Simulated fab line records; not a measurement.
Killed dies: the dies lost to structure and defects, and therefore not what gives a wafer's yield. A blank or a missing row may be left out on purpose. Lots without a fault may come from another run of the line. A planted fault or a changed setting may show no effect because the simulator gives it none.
Struck lot and sound lot, side by side | flow sky130 | 30 out of 708 route steps
Sound: these wafers, L726.2, L726.3, L726.6. Struck: wafer L717.1 (left out: L717.2, L717.6 of the same lot, which were not struck); the cause appears at the end.
Order at every step that has rows: each side's tool, ch and its chambers, its first start. Under that, the readings that differ: sound wafers | struck wafers | difference of the means | sigmas: that difference in standard deviations of wafers without a fault.
alike: readings with means less than 2 such deviations apart, plus words and numbers identical on both sides. not compared: withheld readings, readings lacking a value on some wafer, bounds such as >300 that could conceal the same value, and numbers that have no deviation in the record and whose values overlap.
Wherever a step has rows on one side only, a row that says differs or no value, or a row with sigmas, the two part there. Non-overlapping numbers with no deviation appear without sigmas and do not part them. A reading missing from all wafers of one side parts the sides only when that side holds two or more wafers.

SKY_LI_CONTACT_OVL_MEAS_13:
  sound: overlay-02 at day 33 23:04; struck: overlay-02 at day 30 19:17
  alike: LI_CONTACT_OVL
SKY_LI_CONTACT_ETCH_14: etches BARC in N2/H2, stops on SiO2, time 45.9 s, target depth 60 nm.
  sound on rie-diel-01 ch 0,1,3, day 33 23:05; struck on rie-diel-04 ch 2, day 30 19:20
  alike: drypump-motor-current-A, oes-product-au, throttle-valve-pct
  not compared: rf-hours-counter-h
then, 1 step without rows for these wafers: SKY_LI_CONTACT_ETCH_15 (etches PSG in C4F8/O2/Ar, stops on Si, target depth 600 nm).
SKY_LI_CONTACT_STRIP_16: strips in O2/N2.
  sound on plasma-asher-04 ch 0,1, day 33 23:13; struck on plasma-asher-02 ch 1, day 30 19:28
  alike: drypump-motor-current-A, oes-product-au, strip-time-to-endpoint-s
  not compared: rf-hours-counter-h
then, 2 steps without rows for these wafers: SKY_LI_CONTACT_CLEAN_17 (cleans in NMP, time 600 s); SKY_LI_CONTACT_PRE_CLEAN_18 (time 5.6 s).
SKY_LI_CONTACT_SPUTTER_19: material Ti, target thk 20 nm, time 106.37 s.
  sound: pvd-sputter-03 at day 33 23:31; struck: pvd-sputter-04 at day 30 19:46
  alike: chamber-pressure-pa, throttle-valve-pct
then, 1 step without rows for these wafers: SKY_LI_CONTACT_SPUTTER_20 (material TiN, target thk 20 nm, time 80 s).
SKY_LI_CONTACT_CVD_21: deposits W, target thk 400 nm, time 120.56 s.
  sound on cvd-w-01 ch 0,1, day 33 23:39; struck on cvd-w-02 ch 1, day 30 19:54
  alike: heater-power-w
SKY_LI_CONTACT_RS_MEAS_22: a four-point-probe measurement.
  sound: film-metro-01 at day 33 23:48; struck: film-metro-03 at day 30 20:02
  alike: LI_CONTACT_W_RS
SKY_LI_CONTACT_THK_MEAS_23: measures by xrf.
  sound: film-metro-01 at day 33 23:55; struck: film-metro-03 at day 30 20:09
  alike: LI_CONTACT_W_THK
SKY_LI_CONTACT_CMP_24: polishes, stops on PSG, t overpolish 20 s, target thk 0 nm.
  sound on cmp-01 ch 0,1, day 33 23:58; struck on cmp-02 ch 0, day 30 20:16
  reading             | sound          | struck | difference | sigmas
  motor-current-A (A) | 12.2 10.3 12.8 | 9.4    | -2.4       | -3
  alike: overpolish-run-s, slurry-flow-ml-min, time-to-endpoint-s
SKY_LOCAL_INTERCONNECT_SPUTTER_00: material TiN, target thk 100 nm, time 83.3 s.
  sound: pvd-sputter-04 at day 34 00:16; struck: pvd-sputter-03 at day 30 20:31
  reading                                                | sound             | struck | difference | sigmas
  throttle-valve-pct (%)                                 | 30.9 30.2 30.9    | 27.8   | -2.9       | -2
  model.TiN_of_LOCAL_INTERCONNECT_SPUTTER_00.thk-nm (nm) | 100.3 101.7 100.6 | 49.03  | -51.84     |
  alike: chamber-pressure-pa
SKY_LOCAL_INTERCONNECT_RS_MEAS_01: a four-point-probe measurement.
  sound: film-metro-01 at day 34 00:20; struck: film-metro-02 at day 30 20:52
  reading                            | sound             | struck | difference | sigmas
  LOCAL_INTERCONNECT_TIN_RS (ohm/sq) | 14.08 13.86 14.06 | 30.15  | +16.15     | +99 or more
  not compared: hold
SKY_LOCAL_INTERCONNECT_THK_MEAS_02: measures by xrf.
  sound: film-metro-01 at day 34 00:27; struck: film-metro-02 at day 31 00:08
  reading                         | sound             | struck | difference | sigmas
  LOCAL_INTERCONNECT_TIN_THK (nm) | 100.6 101.9 101.3 | 49.0   | -52.3      | -48
  not compared: hold
then, 7 steps without rows for these wafers: SKY_LOCAL_INTERCONNECT_HMDS_04 (prime time 60 s); SKY_LOCAL_INTERCONNECT_COAT_05 (resist thk 60 nm); SKY_LOCAL_INTERCONNECT_COAT_06 (resist thk 450 nm); SKY_LOCAL_INTERCONNECT_SOFTBAKE_07 (time 90 s); SKY_LOCAL_INTERCONNECT_EXPOSE_08 (exposes mask LI1M, target cd 170 nm); SKY_LOCAL_INTERCONNECT_PEB_09; SKY_LOCAL_INTERCONNECT_DEVELOP_10 (develop time 60 s).
SKY_LOCAL_INTERCONNECT_CD_MEAS_11 targets a cd of 170 nm.
  sound: cd-sem-01 at day 35 02:53; struck: cd-sem-01 at day 31 23:43
  reading    | sound             | struck | difference | sigmas
  cd-nm (nm) | 172.2 172.6 172.2 | 168.2  | -4.1       | -3
SKY_LOCAL_INTERCONNECT_OVL_MEAS_12:
  sound: overlay-02 at day 35 02:59; struck: overlay-02 at day 31 23:50
  alike: LOCAL_INTERCONNECT_OVL
then, 1 step without rows for these wafers: SKY_LOCAL_INTERCONNECT_ETCH_13 (etches BARC in N2/H2, stops on SiO2, time 45.9 s, target depth 60 nm).
SKY_LOCAL_INTERCONNECT_METAL_ETCH_14: etches TiN in Cl2/BCl3, stops on PSG, target depth 110 nm, time 31.4 s.
  sound on rie-metal-04 ch 0, day 35 03:05; struck on rie-metal-01 ch 0, day 31 23:56
  reading                | sound                | struck | difference | sigmas
  oes-product-au (a.u.)  | 0.942 0.947 0.945    | 0.650  | -0.295     | -50
  throttle-valve-pct (%) | 21.896 21.896 21.898 | 22.092 | +0.195     | +21
  alike: bcl3-flow-sccm, drypump-motor-current-A, he-backside-leak-sccm
  not compared: rf-hours-counter-h
then, 1 step without rows for these wafers: SKY_LOCAL_INTERCONNECT_STRIP_15 (strips in O2/N2).
SKY_LOCAL_INTERCONNECT_STRIP_16: strips in post etch residue remover, time 1200 s.
  sound on wet-bench-03 ch 2, day 35 03:14; struck on wet-bench-03 ch 3, day 32 00:05
  reading                                                | sound             | struck | difference | sigmas
  model.TiN_of_LOCAL_INTERCONNECT_SPUTTER_00.thk-nm (nm) | 99.88 101.3 100.2 | 48.61  | -51.85     |
then, 1 step without rows for these wafers: SKY_LOCAL_INTERCONNECT_CLEAN_17 (cleans in IPA, time 180 s).
-- the record jumps here: 15 days lie between the struck wafers' starts before and after (it left off in module LOCAL_INTERCONNECT and takes up again in module PAD_OPEN, whose first step shown is number 708 of the route) --
SKY_PAD_OPEN_PROBE_99:
  sound: prober-02 at day 49 05:17; struck: prober-01 at day 47 02:05
  reading                        | sound             | struck | difference | sigmas
  model.etest.res-li.line-ohm-um | 74.58 73.72 74.94 | 158.3  | +83.9      |
  model.etest.res-li.rs-ohm-sq   | 12.78 12.67 12.73 | 26.33  | +13.60     |
  model.etest.mcon-chain.rc-ohm  | 17.29 16.98 17.84 | 23.5   | +6.1       |
  alike: killed_at_M0_to_M3, killed_at_M4_up, killed-at-contacts, killed-at-front-end, killed-at-other, killed-dies, killed-open, killed-short

## WHERE THEY PART
Last at SKY_LOCAL_INTERCONNECT_METAL_ETCH_14 as far as this record goes, first at SKY_LI_CONTACT_CMP_24. Later steps at which nothing parts them and some readings are alike: SKY_PAD_OPEN_PROBE_99.

WHY: whatever the simulator had introduced
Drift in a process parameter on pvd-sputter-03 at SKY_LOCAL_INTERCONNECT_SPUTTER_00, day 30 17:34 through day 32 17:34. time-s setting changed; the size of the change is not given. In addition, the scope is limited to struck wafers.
